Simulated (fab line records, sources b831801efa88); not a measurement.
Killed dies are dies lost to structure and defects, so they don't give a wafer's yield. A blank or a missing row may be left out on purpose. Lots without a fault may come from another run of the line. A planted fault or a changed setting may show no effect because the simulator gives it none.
Problem report in the 8D (eight disciplines) form, filled by code | flow gf180mcu | the parts of the form that need people (team, actions taken, sign-off) are left out

1. THE PROBLEM
rf_fwd_power_W at GF_TOP_METAL_METAL_ETCH_16 reads a mean of 669.1 W on 2 wafers of 1 lot; wafers without a fault read 797.2 W with a standard deviation of 2.6. That is -49 standard deviations from the usual mean.
The step: etches the open film in Cl2/BCl3, stops on SiO2, target depth 1077.5 nm, time 179.6 s.
First seen on wafer L719.1, day 33 10:35, on rie_metal-04. The record holds 39 wafers of 13 lots with a number at this step. Rule for "out", or "out of limits": more than 4 standard deviations from the usual mean. The other wafers with a number count as sound.

2. WHAT IT IS AND WHAT IT IS NOT
question                    | is                                                 | is not
which readings at this step | rf_fwd_power_W, oes_product_au, throttle_valve_pct | drypump_motor_current_A
which lots                  | L719                                               | L700, L703, L704, L706, L707, L708, L709, L711, L716, L721, L722, L723
which wafers of those lots  | L719.1, L719.6                                     | L719.2
read on which tools         | rie_metal-04                                       | rie_metal-01, rie_metal-02
when                        | from day 33 10:35                                  | up to then (28 sound wafers); but 9 sound wafers of L721, L722, L723 came after

3. SUSPECTS, AND WHAT RULES EACH OUT
Counting: a tool at a process step up to the reading stays a suspect if it ran every lot that is out. Sound lots after the first of them don't rule it out here, since some wafers of a struck lot are sound.
- plasma_asher-02 at GF_M4_STRIP_17 (strips in O2/N2): kept. It ran the lot that is out, L719 (day 29 16:49); its last sound lot up to then is L703 (day 24 18:07).
- pvd_sputter-01 at GF_MIM_SPUTTER_02 (material AlCu, target thk 450 nm, time 23.9 s): kept. It ran the lot that is out, L719 (day 30 13:25); its last sound lot up to then is L711 (day 27 23:37).
- rie_metal-04 at GF_TOP_METAL_METAL_ETCH_16 (etches the open film in Cl2/BCl3, stops on SiO2, target depth 1077.5 nm, time 179.6 s): kept. It ran the lot that is out, L719 (day 33 10:35); its last sound lot up to then is L708 (day 30 17:20). Its own readings are out on those wafers: oes_product_au, rf_fwd_power_W, throttle_valve_pct.
- Within rie_metal-04 at GF_TOP_METAL_METAL_ETCH_16: the wafers that are out ran in chamber 0; their sound lot-mates ran in chamber 1.
Left after counting: plasma_asher-02 at GF_M4_STRIP_17, pvd_sputter-01 at GF_MIM_SPUTTER_02, rie_metal-04 at GF_TOP_METAL_METAL_ETCH_16.

4. THE CAUSE (what the simulator had put in)
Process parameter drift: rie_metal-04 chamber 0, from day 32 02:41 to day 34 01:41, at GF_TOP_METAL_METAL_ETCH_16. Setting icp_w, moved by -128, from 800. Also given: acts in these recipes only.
Counting left 3 suspects, and this tool is among them.

5. THE CHAIN OF EFFECTS, in route order
Each row: a reading whose mean over the struck wafers that have a number lies more than 3 standard deviations from the usual. Only readings for which the record gives a usual standard deviation are gone through. hours: the time from each lot's start at the first step in this table that gives one to its start at this step, as a median over the lots. sigmas: the change in usual standard deviations.
hours | step                       | reading                  | usual      | on struck wafers | change | sigmas
0     | GF_TOP_METAL_METAL_ETCH_16 | oes_product_au           | 0.965 a.u. | 0.910            | -0.055 | -8.0
0     | GF_TOP_METAL_METAL_ETCH_16 | rf_fwd_power_W           | 797.2 W    | 669.1            | -128.1 | -49
0     | GF_TOP_METAL_METAL_ETCH_16 | throttle_valve_pct       | 28.258 %   | 28.313           | +0.055 | +5.6
0     | GF_TOP_METAL_STRIP_17      | strip_time_to_endpoint_s | 13.47 s    | 14.21            | +0.73  | +12
The process steps in it:
- GF_TOP_METAL_METAL_ETCH_16: etches the open film in Cl2/BCl3, stops on SiO2, target depth 1077.5 nm, time 179.6 s.
- GF_TOP_METAL_STRIP_17: strips in O2/N2.

6. WHAT WOULD HAVE CAUGHT IT SOONER
In this record the first reading out of limits was taken at day 33 10:35, 32 hours after the fault began at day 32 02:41.
